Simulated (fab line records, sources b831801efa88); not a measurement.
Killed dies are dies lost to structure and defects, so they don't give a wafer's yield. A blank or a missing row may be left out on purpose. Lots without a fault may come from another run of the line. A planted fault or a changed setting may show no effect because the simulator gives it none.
Which tool did it? | flow sky130 | 6 lots, 18 wafers sampled, at 1 step of a route of 708

WHAT THE GAUGES READ, wafer by wafer
SKY_POLY_GATE_CD_MEAS_22.
lot  | measured     | on        | cd_nm (nm)
L871 | day 17 10:37 | cd_sem-02 | 146 145 148
L873 | day 17 14:00 | cd_sem-01 | 143 146 144
L876 | day 18 16:41 | cd_sem-02 | 153 148 154
L878 | day 19 16:28 | cd_sem-01 | 149 153 151
L890 | day 24 10:35 | cd_sem-02 | 150 143 148
L892 | day 24 11:59 | cd_sem-01 | 150 152 152

WHICH TOOL RAN EACH LOT (tool, then ch and the chambers of the sampled wafers, then the start)
The record holds no process step before these readings.

THE ANSWER, worked out from the rows above alone
Rule: what is usual is taken from the lots themselves. Put in order of their means at a reading, lots are off if they are a third of the lots or fewer, leave a main group of 4 or more, and stand apart from it by a gap of 3 or more times the standard deviation of the main group's means; of several such gaps the widest counts. A main group whose means are all the same, to the digits that the tables above print for the reading, isn't used. A lot without any number at a reading at which 4 lots or more have one is off too. The other lots that the step has rows for count as sound.
No lot is off at any reading shown: from this, nothing can be told.

WHAT THE SIMULATOR HAD PUT IN
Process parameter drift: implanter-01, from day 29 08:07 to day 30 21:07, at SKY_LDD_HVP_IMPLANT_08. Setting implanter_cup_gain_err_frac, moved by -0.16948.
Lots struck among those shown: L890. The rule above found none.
